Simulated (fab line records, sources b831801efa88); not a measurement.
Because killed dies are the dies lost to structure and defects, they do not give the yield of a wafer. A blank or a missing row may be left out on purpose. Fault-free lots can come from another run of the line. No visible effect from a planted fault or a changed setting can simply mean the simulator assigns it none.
Shared-tool check    flow sky130    12 lots, 36 wafers sampled

REASON FOR OPENING
Of 12 lots, 2 have the reading CONTACT_W_RS flagged at SKY_CONTACT_RS_MEAS_25. Fault-free wafers read 0.340 ohm/sq, with a standard deviation of 0.0033.
Rule: flag the lot when none of its wafers has a number, or when each of its wafers that has one lies beyond 4 standard deviations from that mean. The other lots count as sound.

lot   measured      on             CONTACT_W_RS (ohm/sq), wafer by wafer  flag
L633  day 31 15:29  film metro-01  0.336 0.337 0.339                      
L637  day 32 23:22  film metro-03  0.338 0.339 0.340                      
L640  day 33 23:46  film metro-02  0.333 0.334 0.332                      
L641  day 34 08:38  film metro-02  0.346 0.345 0.342                      
L642  day 34 14:35  film metro-02  0.346 0.342 0.342                      
L643  day 34 23:11  film metro-01  0.237 0.238 0.238                      FLAGGED
L644  day 35 10:11  film metro-01  0.238 0.238 0.236                      FLAGGED
L652  day 37 18:37  film metro-01  0.342 0.339 0.344                      
L653  day 38 02:05  film metro-02  0.340 0.338 0.343                      
L654  day 38 04:47  film metro-01  0.341 0.340 0.345                      
L655  day 38 14:09  film metro-03  0.339 0.334 0.334                      
L656  day 38 21:37  film metro-01  0.336 0.342 0.342                      
The mean of the flagged lots' numbers is 0.237 ohm/sq, -0.103 ohm/sq from the usual (-31 standard deviations).

LOT BY LOT: THE TOOL USED
2 process steps preceding the reading are held in the record, out of 708 steps in the route. Every cell lists first the tool, next ch and the chambers used by the sampled wafers, and last the start.
lot   flag     SKY_CONTACT_CMP_04             SKY_CONTACT_CVD_24
L633           cmp-01 ch 0,1,2, day 30 10:26  cvd w-01 ch 0,1, day 31 15:22
L637           cmp-02 ch 0,2,3, day 31 18:54  cvd w-01 ch 1, day 32 23:16
L640           cmp-01 ch 0,2, day 32 19:54    cvd w-01 ch 0,1, day 33 23:38
L641           cmp-01 ch 0,1,3, day 33 04:46  cvd w-02 ch 1, day 34 08:27
L642           cmp-02 ch 0,1, day 33 11:49    cvd w-01 ch 0,1, day 34 14:28
L643  FLAGGED  cmp-02 ch 0,3, day 33 18:51    cvd w-02 ch 0,1, day 34 23:03
L644  FLAGGED  cmp-01 ch 2,3, day 34 06:19    cvd w-02 ch 0,1, day 35 10:04
L652           cmp-01 ch 0,1, day 36 15:25    cvd w-01 ch 1, day 37 18:31
L653           cmp-01 ch 0,3, day 36 22:32    cvd w-02 ch 1, day 38 01:58
L654           cmp-01 ch 0,2,3, day 37 01:01  cvd w-02 ch 0,1, day 38 04:40
L655           cmp-01 ch 1,2, day 37 11:53    cvd w-01 ch 0,1, day 38 14:02
L656           cmp-01 ch 0,2, day 37 19:06    cvd w-02 ch 0,1, day 38 21:29
What is done by these steps:
- SKY_CONTACT_CMP_04: polishes SiO2.
- SKY_CONTACT_CVD_24: deposits W, target thk 340 nm, time 102.12 s.
- SKY_CONTACT_RS_MEAS_25: measures by four-point-probe.

FLAGGED OVER TOTAL, TOOL BY TOOL (the gauges that took the reading come last)
step                    tool           lots run  flagged  share of the flagged lots  sound lots run after its first flagged lot
SKY_CONTACT_CMP_04      cmp-01         9         1        some                       5 (L652,L653,L654,L655,L656)
SKY_CONTACT_CMP_04      cmp-02         3         1        some                       0
SKY_CONTACT_CVD_24      cvd w-01       6         0        none                       -
SKY_CONTACT_CVD_24      cvd w-02       6         2        all                        3 (L653,L654,L656)
SKY_CONTACT_RS_MEAS_25  film metro-01  6         2        all                        3 (L652,L654,L656)
SKY_CONTACT_RS_MEAS_25  film metro-02  4         0        none                       -
SKY_CONTACT_RS_MEAS_25  film metro-03  2         0        none                       -

WHAT IS ALLOWED BY THE TABLE
Rows of the table that ran all the flagged lots, 2 in number: cvd w-02 at SKY_CONTACT_CVD_24; film metro-01 at SKY_CONTACT_RS_MEAS_25.
- cvd w-02 at SKY_CONTACT_CVD_24 ran 6 lots, 2 of them flagged. Sound lots ran on it after the first flagged one (L653, L654, L656), which a lasting fault on the whole tool wouldn't allow.
- film metro-01 at SKY_CONTACT_RS_MEAS_25 ran 6 lots, 2 of them flagged. Sound lots ran on it after the first flagged one (L652, L654, L656), which a lasting fault on the whole tool wouldn't allow.
Every row of the table either missed a flagged lot or ran a sound lot after the first.

WHAT THE SIMULATOR HAD INSERTED
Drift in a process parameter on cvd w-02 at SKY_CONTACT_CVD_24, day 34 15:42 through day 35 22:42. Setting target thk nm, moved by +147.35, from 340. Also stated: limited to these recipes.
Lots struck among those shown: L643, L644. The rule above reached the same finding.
